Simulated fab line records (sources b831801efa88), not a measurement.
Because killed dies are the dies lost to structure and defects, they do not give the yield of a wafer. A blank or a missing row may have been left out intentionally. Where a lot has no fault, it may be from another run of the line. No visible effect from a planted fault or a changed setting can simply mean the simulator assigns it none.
Which tool did it?	flow gf180mcu	45 wafers from 15 lots sampled at 4 of the route's 602 steps

== WHAT THE GAUGES SHOWED, per wafer ==
GF_PSD_TW_MEAS_11. Usual: PSD_TW typically reads 3160, with standard deviation 36.
lot	measured	on	PSD_TW	flag
L367	day 14 02:24	film metro-03	3167 3150 3149	
L368	day 14 14:17	film metro-03	3133 3137 3139	
L369	day 14 22:39	film metro-04	3152 3127 3138	
L370	day 15 04:48	film metro-04	3155 3162 3143	
L372	day 16 02:31	film metro-04	3136 3145 3138	
L375	day 17 02:17	film metro-01	3229 3220 3226	
L378	day 18 04:56	film metro-04	3129 3144 3134	
L379	day 18 11:13	film metro-04	3163 3146 3136	
L380	day 18 22:32	film metro-03	3122 3124 3127	
L381	day 19 02:07	film metro-01	3201 3215 3194	
L383	day 19 19:09	film metro-01	3204 3201 3208	
L385	day 20 15:08	film metro-01	3199 3193 3187	
L386	day 20 23:43	film metro-03	3140 3163 3136	
L387	day 21 04:03	film metro-03	3119 3105 3105	
L389	day 22 01:22	film metro-04	3115 3138 3138	

GF_V1_OVL_MEAS_15. Usual: V1_OVL typically reads 0 nm, with standard deviation 5.
lot	measured	on	V1_OVL (nm)	flag
L367	day 18 00:09	overlay-02	3 4 -1	
L368	day 18 12:52	overlay-01	-4 0 3	
L369	day 18 22:07	overlay-02	7 13 12	
L370	day 19 05:55	overlay-01	-1 -8 -5	
L372	day 20 05:40	overlay-01	2 4 -4	
L375	day 21 07:13	overlay-01	-6 -2 0	
L378	day 22 08:53	overlay-02	4 5 4	
L379	day 22 15:25	overlay-01	3 3 -4	
L380	day 23 02:15	overlay-01	2 3 0	
L381	day 23 06:13	overlay-01	-1 3 5	
L383	day 23 22:54	overlay-01	-1 -4 -4	
L385	day 24 17:22	overlay-01	-3 -1 -5	
L386	day 24 22:58	overlay-01	-4 -4 -2	
L387	day 25 03:49	overlay-01	-2 -4 2	
L389	day 25 22:48	overlay-01	-3 -4 -5	

GF_M2_CD_MEAS_14 targets a cd of 280 nm. Usual: cd nm at 279.9 nm, with a standard deviation of 1.3.
lot	measured	on	cd nm (nm)	flag
L367	day 19 01:23	cd sem-01	279.5 278.9 280.4	
L368	day 19 15:02	cd sem-02	279.2 279.1 279.3	
L369	day 20 00:02	cd sem-01	280.8 279.6 278.9	
L370	day 20 07:13	cd sem-01	281.1 280.9 279.9	
L372	day 21 06:49	cd sem-01	278.0 277.9 279.5	
L375	day 22 08:11	cd sem-02	279.6 279.9 279.9	
L378	day 23 09:35	cd sem-01	281.0 281.5 280.6	
L379	day 23 15:39	cd sem-01	284.0 282.5 283.3	
L380	day 24 02:20	cd sem-02	279.7 280.3 279.9	
L381	day 24 06:01	cd sem-02	279.6 278.7 278.5	
L383	day 24 22:11	cd sem-02	280.8 280.8 279.6	
L389	day 26 20:38	cd sem-02	279.1 280.1 280.6	

== EACH LOT AND THE TOOL THAT RAN IT (in order: tool; ch and the chambers of the sampled wafers; start) ==
lot	GF_V1_SPUTTER_22
L367	pvd sputter-02, day 18 00:55
L368	pvd sputter-04, day 18 13:58
L369	pvd sputter-01, day 18 23:16
L370	pvd sputter-02, day 19 06:41
L372	pvd sputter-01, day 20 06:25
L375	pvd sputter-02, day 21 07:59
L378	pvd sputter-04, day 22 09:37
L379	pvd sputter-04, day 22 16:16
L380	pvd sputter-02, day 23 03:01
L381	pvd sputter-04, day 23 06:58
L383	pvd sputter-04, day 23 23:40
L385	pvd sputter-01, day 24 18:28
L386	pvd sputter-04, day 24 23:44
L387	pvd sputter-02, day 25 04:36
L389	pvd sputter-02, day 25 23:35
- GF_V1_SPUTTER_22: material TiN, target thk 10 nm, time 40 s.

== WHAT THE TOOLS THEMSELVES READ (means of the sampled wafers that have a number; where no wafer has one, the mark that the record gives instead) ==
GF_V1_SPUTTER_22. Usual: cathode dc power W 4000.0 W, standard deviation 0.68; chamber pressure pa 5.002 Pa, standard deviation 0.011; throttle valve pct 30.1 %, standard deviation 0.63.
lot	tool	cathode dc power W (W)	chamber pressure pa (Pa)	throttle valve pct (%)	flag
L367	pvd sputter-02	4000.0	4.988	30.7	
L368	pvd sputter-04	3999.9	4.998	29.7	
L369	pvd sputter-01	3999.8	5.009	29.9	
L370	pvd sputter-02	4000.5	5.009	30.5	
L372	pvd sputter-01	4000.1	4.985	30.3	
L375	pvd sputter-02	3999.9	5.009	30.3	
L378	pvd sputter-04	4000.2	5.010	29.2	
L379	pvd sputter-04	3999.9	5.009	29.3	
L380	pvd sputter-02	3999.6	4.994	30.5	
L381	pvd sputter-04	4000.2	5.006	30.3	
L383	pvd sputter-04	3999.9	4.997	30.3	
L385	pvd sputter-01	-	-	-	OFF
L386	pvd sputter-04	-	-	-	OFF
L387	pvd sputter-02	-	-	-	OFF
L389	pvd sputter-02	3999.0	5.004	30.2	

== THE ANSWER, worked out from the rows above alone ==
Rule: take the mean of a lot's wafers that have a number; if it is more than 3 standard deviations from the usual mean, the lot is off. Also off: a lot with no number at a reading for which 4 or more lots have one. Any other lot the step has rows for is counted as sound. First the gauges in route order, then the tools' own readings, where a lot's mean is used as printed above. The first step at which some lot is off is used, and at that step the reading that is off furthest; a lot without a number counts as furthest.
Off at GF_V1_SPUTTER_22 (cathode dc power W): L385, L386, L387. Without a number there: L385, L386, L387.
A tool fits if, at that step or a process step before it, it ran every lot that is off, and no sound lot after the first of them. Not one of the candidates tried fits.

== WHAT THE SIMULATOR HAD PUT IN ==
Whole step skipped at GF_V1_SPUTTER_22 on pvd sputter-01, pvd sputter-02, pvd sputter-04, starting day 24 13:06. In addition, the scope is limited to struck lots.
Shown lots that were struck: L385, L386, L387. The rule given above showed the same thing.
